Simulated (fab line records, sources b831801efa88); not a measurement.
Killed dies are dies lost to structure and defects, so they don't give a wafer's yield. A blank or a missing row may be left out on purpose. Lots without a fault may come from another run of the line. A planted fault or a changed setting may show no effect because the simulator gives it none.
A struck lot beside a sound one | flow gf180mcu | 22 steps out of a route of 602
Sound: wafers L298.1, L298.2, L298.4. Struck: wafers L288.4, L288.5, L288.6. The cause comes at the end.
At each step with rows: each side's tool, then ch and its chambers, then its first start. Under that, the readings that differ: sound wafers | struck wafers | difference of the means | sigmas: that difference in standard deviations of wafers without a fault.
alike: readings whose means differ by less than 2 such deviations, and words and numbers that are the same on both sides. not compared: withheld readings, readings that some wafer has no value for, bounds like >300 that may hide the same value, and numbers for which the record gives no deviation and whose values overlap.
The two part at a step that has a row with sigmas, a row that says differs or no value, or rows on one side only. Numbers that don't overlap but have no deviation are shown without sigmas and don't part them. A reading that every wafer of one side lacks parts them only if that side has two wafers or more.

first, 6 steps without rows for these wafers: GF_VT_IMPLANT_HMDS_12 (prime time 60 s); GF_VT_IMPLANT_COAT_13 (resist thk 1000 nm); GF_VT_IMPLANT_SOFTBAKE_14 (time 60 s); GF_VT_IMPLANT_EXPOSE_15 (exposes mask Nwell LV AREA, target cd 860 nm); GF_VT_IMPLANT_PEB_16; GF_VT_IMPLANT_DEVELOP_17 (develop time 60 s).
GF_VT_IMPLANT_OVL_MEAS_18:
  sound on overlay-02, day 9 21:31; struck on overlay-02, day 7 15:23
  alike: VT_IMPLANT_01_OVL
then, 1 step without rows for these wafers: GF_VT_IMPLANT_IMPLANT_19.
GF_VT_IMPLANT_STRIP_20: strips in O2/N2.
  sound on plasma_asher-02 ch 0,1, day 9 21:41; struck on plasma_asher-02 ch 0,1, day 7 15:35
  alike: drypump_motor_current_A, heater_power_w, oes_product_au, strip_time_to_endpoint_s
  not compared: rf_hours_counter_h
GF_VT_IMPLANT_TW_MEAS_21:
  sound on film_metro-01, day 9 21:47; struck on film_metro-02, day 7 15:40
  reading         | sound          | struck         | difference | sigmas
  VT_IMPLANT_2_TW | 1217 1212 1213 | 1196 1200 1195 | -17        | -2
then, 2 steps without rows for these wafers: GF_VT_IMPLANT_DEHYDRATE_22 (time 60 s); GF_VT_IMPLANT_HMDS_23 (prime time 60 s).
GF_VT_IMPLANT_COAT_24: resist thk 1000 nm.
  sound on litho_track-01 ch 0, day 10 06:28; struck on litho_track-03 ch 0, day 7 22:53
  reading                                         | sound          | struck         | difference | sigmas
  model.NOVOLAK_of_VT_IMPLANT_COAT_24.thk_nm (nm) | 1001 1003 1001 | 1022 1021 1018 | +19        |
  alike: exhaust_pa
then, 3 steps without rows for these wafers: GF_VT_IMPLANT_SOFTBAKE_25 (time 60 s); GF_VT_IMPLANT_EXPOSE_26 (exposes mask LVPWELL HV AREA, target cd 860 nm); GF_VT_IMPLANT_PEB_27.
GF_VT_IMPLANT_DEVELOP_28: develop time 60 s.
  sound on litho_track-04 ch 0, day 10 15:46; struck on litho_track-04 ch 0, day 8 06:17
  reading                                         | sound          | struck         | difference | sigmas
  model.NOVOLAK_of_VT_IMPLANT_COAT_24.thk_nm (nm) | 1001 1003 1001 | 1021 1021 1018 | +18        |
  alike: exhaust_pa
GF_VT_IMPLANT_OVL_MEAS_29:
  sound on overlay-01, day 10 15:55; struck on overlay-02, day 8 06:23
  reading                | sound          | struck         | difference | sigmas
  VT_IMPLANT_02_OVL (nm) | -0.9 -1.2 -0.6 | -3.4 -4.1 -3.6 | -2.8       | -2
then, 1 step without rows for these wafers: GF_VT_IMPLANT_IMPLANT_30.
GF_VT_IMPLANT_STRIP_31: strips in O2/N2.
  sound on plasma_asher-02 ch 0,1, day 10 16:05; struck on plasma_asher-03 ch 0,1, day 8 06:35
  reading                      | sound             | struck            | difference | sigmas
  strip_time_to_endpoint_s (s) | 12.64 12.68 12.65 | 12.82 12.80 12.78 | +0.14      | +3
  alike: drypump_motor_current_A, heater_power_w, oes_product_au
  not compared: rf_hours_counter_h
GF_VT_IMPLANT_TW_MEAS_32:
  sound on film_metro-03, day 10 16:11; struck on film_metro-03, day 8 06:40
  alike: VT_IMPLANT_3_TW
GF_PASSIVATION_PROBE_99:
  the record has rows for the sound wafers here (prober-02, day 33 00:34) and none for the struck ones

WHERE THEY PART
First at GF_VT_IMPLANT_TW_MEAS_21; last, within this record, at GF_PASSIVATION_PROBE_99.

WHY: what the simulator had put in
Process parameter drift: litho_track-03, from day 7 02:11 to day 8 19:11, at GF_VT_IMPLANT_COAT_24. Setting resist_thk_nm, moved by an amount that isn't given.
